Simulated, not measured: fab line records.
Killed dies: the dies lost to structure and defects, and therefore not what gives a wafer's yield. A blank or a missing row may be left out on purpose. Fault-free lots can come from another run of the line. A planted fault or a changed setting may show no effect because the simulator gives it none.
Comparing a struck lot with a sound one | flow sky130 | 4 steps out of a route of 708
Sound: these wafers, L744.2, L744.5, L744.6. Wafers struck: L758.1, L758.4, L758.5. The cause is given at the end.
At each step with rows: each side's tool, then ch and its chambers, then its first start. Under that, the readings that differ: sound wafers | struck wafers | difference of the means | sigmas: that difference in standard deviations of wafers without a fault.
alike: same words and numbers on both sides, and readings whose means sit less than 2 such deviations apart. not compared: any withheld reading, any reading some wafer has no value for, any bound like >300 that may hide the same value, and any number with overlapping values for which the record gives no deviation.
Wherever a step has rows on one side only, a row that says differs or no value, or a row with sigmas, the two part there. Non-overlapping numbers with no deviation appear without sigmas and do not part them. A reading that every wafer of one side lacks parts them only if that side has two wafers or more.

SKY_FIELD_ISO_BOW_MEAS_00:
  sound on filmMetro-03 at day 1 15:01; struck on filmMetro-02 at day 4 13:00
  alike: INCOMING_BOW
SKY_FIELD_ISO_OXIDATION_01: stabilise 600 s, purge 300 s, target thk 12 nm.
  struck on furnace-02, day 4 13:07; sound on furnace-02 ch 0, day 1 16:02
  no value came back on the struck wafers for any of 5 readings (oxTempC (C), oxTempCMax and others); on the sound wafers oxTempC (C) reads 900.1 900.1 899.8
then, 1 step without rows for these wafers: SKY_FIELD_ISO_CVD_03 (deposits Si3N4 from DCS/NH3, target thk 165 nm, time 2830 s).
-- record jumps: 45 days separate the struck wafers' starts on either side; left off in module FIELD_ISO, taken up again in module PAD_OPEN, whose first shown step is the route's number 708 --
SKY_PAD_OPEN_PROBE_99:
  sound on prober-02 at day 45 22:19; struck on prober-01 at day 49 03:37
reading                                     | sound               | struck               | difference | sigmas
model.etest.capLiToPoly.cAfUm2              | 99.26 99.17 101     | 94.05 95.24 94.89    | -5.08      | 
model.etest.capPolyToWell.cAfUm2            | 88.92 88.94 91.39   | 93.81 93.55 94.48    | +4.20      | 
model.etest.fieldP.vtV (V)                  | -42.9 -42.25 -42.83 | -36.09 -38.06 -35.88 | +5.98      | 
model.etest.fieldN.vtV (V)                  | 36.48 36.26 36.38   | 33.36 34.77 33.33    | -2.55      | 
model.etest.diodeNdiffFingers.leakLog10ACm2 | -6.552 -6.469 -6.54 | -6.133 -5.703 -5.862 | +0.621     | 
model.etest.diodePdiffFingers.leakLog10ACm2 | -6.67 -6.684 -6.488 | -6.115 -5.892 -5.978 | +0.619     | 
model.etest.sramNfetPass.offLog10AUm        | -12.72 -12.91 -12.7 | -11.95 -12 -12.03    | +0.78      | 
model.etest.nfet_01v8.offLog10AUm           | -13.26 -13.4 -13.25 | -13.19 -13.06 -12.98 | +0.23      | 

## WHERE THEY PART
At SKY_FIELD_ISO_OXIDATION_01 and nowhere else, as far as this record goes.

WHY: whatever the simulator had introduced
Step skipped in full: furnace-02, at SKY_FIELD_ISO_OXIDATION_01, from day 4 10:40 onward. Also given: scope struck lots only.
